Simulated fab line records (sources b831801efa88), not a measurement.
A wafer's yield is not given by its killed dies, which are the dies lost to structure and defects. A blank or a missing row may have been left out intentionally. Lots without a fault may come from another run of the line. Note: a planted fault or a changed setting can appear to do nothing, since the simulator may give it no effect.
One fault seen from 2 desks || flow sky130 || only its own numbers are on each desk; what lay behind them is given at the end

## METROLOGY DESK
What the gauges read for every lot (on any tool): the sampled wafers with a number, averaged. The brackets show how far a lot's mean lies from the usual mean; more than 4 standard deviations puts the lot out of limits, marked OUT.
Columns: A = cd nm at SKY_METAL2_CD_MEAS_15, usual 140.6 nm
{"lot": "L546", "first seen here": "day 34 20:34", "A": 141.7}
{"lot": "L547", "first seen here": "day 35 11:18", "A": 140.7}
{"lot": "L550", "first seen here": "day 36 02:06", "A": 140.5}
{"lot": "L551", "first seen here": "day 36 12:26", "A": 140.8}
{"lot": "L554", "first seen here": "day 38 14:39", "A": 141.2}
{"lot": "L555", "first seen here": "day 38 18:52", "A": 142.8}
{"lot": "L557", "first seen here": "day 38 23:16", "A": 143.0}
{"lot": "L560", "first seen here": "day 39 16:47", "A": 141.0}
{"lot": "L559", "first seen here": "day 40 00:16", "A": 139.9}
{"lot": "L562", "first seen here": "day 40 11:56", "A": 141.6}
{"lot": "L567", "first seen here": "day 41 10:23", "A": 139.2}
{"lot": "L568", "first seen here": "day 41 18:53", "A": 138.0}
This desk's finding: nothing out of limits on any of the 12 lots.

## AT THE TOOL OWNER'S DESK: rie metal-03
The tool's own readings at SKY_METAL2_ETCH_18 (etches BARC in N2/H2, stops on SiO2, time 45.9 s, target depth 60 nm): means of the sampled wafers that have a number, for each lot that ran on this tool. The brackets show how far a lot's mean lies from the usual mean; more than 4 standard deviations puts the lot out of limits, marked OUT.
Columns: A = drypump motor current A at SKY_METAL2_ETCH_18, usual 5.90 A; B = h2 flow sccm at SKY_METAL2_ETCH_18, usual 200.0 sccm; C = oes product au at SKY_METAL2_ETCH_18, usual 0.855 a.u.; D = throttle valve pct at SKY_METAL2_ETCH_18, usual 13.226 %
{"lot": "L551", "first seen here": "day 36 12:40", "A": 5.78, "B": 200.8, "C": 0.858, "D": 13.227}
{"lot": "L557", "first seen here": "day 38 23:29", "A": 5.74, "B": 200.2, "C": 0.859, "D": 13.229}
{"lot": "L560", "first seen here": "day 39 16:57", "A": 5.76, "B": 200.1, "C": "0.830 (-5.3) OUT", "D": 13.229}
{"lot": "L562", "first seen here": "day 40 12:07", "A": 5.75, "B": 199.5, "C": "0.816 (-8.2) OUT", "D": 13.219}
This desk finds L560, L562 out of limits, L560 being first, at day 39 16:57 (oes product au at SKY_METAL2_ETCH_18). L551, L557 stayed within limits.

## BROUGHT TOGETHER
At day 39 16:57, on L560, L562, the tool owner's desk was in a position to raise an alarm.
Metrology desk: nothing out of limits seen.
The metrology desk has L560, L562 on record, within its limits.
Of the lots named, all ran SKY_METAL2_ETCH_18 on rie metal-03.

## WHAT THE SIMULATOR HAD INSERTED
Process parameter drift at SKY_METAL2_ETCH_18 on rie metal-03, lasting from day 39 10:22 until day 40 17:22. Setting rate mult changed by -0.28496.
Lots struck among those shown: L560, L562.
Hours from the fault's start to each desk's first reading out of limits: the tool owner's desk, 7.
